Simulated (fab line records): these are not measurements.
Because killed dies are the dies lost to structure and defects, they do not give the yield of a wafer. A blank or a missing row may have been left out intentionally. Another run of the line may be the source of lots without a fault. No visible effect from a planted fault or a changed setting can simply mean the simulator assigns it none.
Struck lot and sound lot, side by side ; flow sky130 ; 20 steps out of a route of 708
Sound: wafers L842.1, L842.4, L842.6. Struck: wafers L848.2, L848.5, L848.6. The cause comes at the end.
At each step with rows: each side's tool, then ch and its chambers, then its first start. Under that, the readings that differ: sound wafers ; struck wafers ; difference of the means ; sigmas: that difference in standard deviations of wafers without a fault.
alike: a reading whose means differ by less than 2 such deviations, as well as words and numbers matching on both sides. not compared: withheld readings; readings where some wafer has no value; bounds like >300 that might hide an equal value; numbers whose values overlap and for which the record gives no deviation.
Wherever a step has rows on one side only, a row that says differs or no value, or a row with sigmas, the two part there. Numbers that don't overlap but have no deviation are shown without sigmas and don't part them. Lack of a reading on every wafer of one side parts them only where that side has two or more wafers.

first, 6 steps without rows for these wafers: SKY_VT_ADJUST_PCH_HMDS_01 (prime time 60 s); SKY_VT_ADJUST_PCH_COAT_02 (resist thk 3000 nm); SKY_VT_ADJUST_PCH_SOFTBAKE_03; SKY_VT_ADJUST_PCH_EXPOSE_04 (exposes mask NWM, target cd 840 nm); SKY_VT_ADJUST_PCH_PEB_05; SKY_VT_ADJUST_PCH_DEVELOP_06 (develop time 60 s).
SKY_VT_ADJUST_PCH_OVL_MEAS_07:
  sound: overlay-01 at day 13 02:17; struck: overlay-01 at day 14 21:27
  alike: VT_ADJUST_PCH_OVL
next, for these wafers, 1 step has no rows: SKY_VT_ADJUST_PCH_IMPLANT_08.
SKY_VT_ADJUST_PCH_STRIP_09: strips in O2/N2.
  sound on plasma_asher-01 ch 0,1, day 13 02:29; struck on plasma_asher-02 ch 0,1, day 14 21:38
reading;sound;struck;difference;sigmas
oes_product_au (a.u.);0.730 0.724 0.729;0.717 0.720 0.717;-0.010;-2
  alike: drypump_motor_current_A, strip_time_to_endpoint_s
  not compared: rf_hours_counter_h
SKY_VT_ADJUST_PCH_TW_MEAS_10:
  sound: film_metro-03 at day 13 02:35; struck: film_metro-03 at day 14 21:44
  alike: VT_ADJUST_PCH_TW
then, 2 steps without rows for these wafers: SKY_SONOS_TUNNEL_DEHYDRATE_00 (time 60 s); SKY_SONOS_TUNNEL_HMDS_01 (prime time 60 s).
SKY_SONOS_TUNNEL_COAT_02: resist thk 1140 nm.
  struck on litho_track-02, day 15 10:56; sound on litho_track-02 ch 0, day 13 14:46
  no value came back on the struck wafers for chill_plate_temp_C (C), dispense_pressure_kPa (kPa), exhaust_pa (Pa), resist_line_temp_C (C); on the sound wafers chill_plate_temp_C (C) reads 23.15 22.91 23.10
then, 4 steps without rows for these wafers: SKY_SONOS_TUNNEL_SOFTBAKE_03 (time 60 s); SKY_SONOS_TUNNEL_EXPOSE_04 (exposes mask TUNM, target cd 410 nm); SKY_SONOS_TUNNEL_PEB_05; SKY_SONOS_TUNNEL_DEVELOP_06 (develop time 60 s).
SKY_SONOS_TUNNEL_CD_MEAS_07 targets a cd of 410 nm.
  sound: cd_sem-01 at day 14 03:28; struck: cd_sem-02 at day 16 01:06
reading;sound;struck;difference;sigmas
cd_nm (nm);410.8 409.9 409.9;- - -;no value on the struck wafers;
SKY_SONOS_TUNNEL_OVL_MEAS_08:
  sound: overlay-02 at day 14 03:35; struck: overlay-01 at day 16 01:12
reading;sound;struck;difference;sigmas
SONOS_TUNNEL_OVL (nm);0.9 0.2 0.1;- - -;no value on the struck wafers;
-- here the record skips 33 days between the struck wafers' starts before and after, leaving off in module SONOS_TUNNEL and picking up in module PAD_OPEN (first step shown: number 708 of the route) --
SKY_PAD_OPEN_PROBE_99:
  sound: prober-01 at day 47 23:59; struck: prober-01 at day 49 07:44
reading;sound;struck;difference;sigmas
killed_at_front_end;7 22 12;417 424 421;+407;+99 or more
killed_dies;100 82 79;492 492 492;+405;+49
killed_on_rim;25 16 16;96 96 96;+77;+21
  alike: killed_at_M0_to_M3, killed_at_M4_up, killed_at_contacts, killed_at_other, killed_open, killed_short

WHERE THEY PART
First at SKY_VT_ADJUST_PCH_STRIP_09; last, within this record, at SKY_PAD_OPEN_PROBE_99.

WHY: what had been put in by the simulator
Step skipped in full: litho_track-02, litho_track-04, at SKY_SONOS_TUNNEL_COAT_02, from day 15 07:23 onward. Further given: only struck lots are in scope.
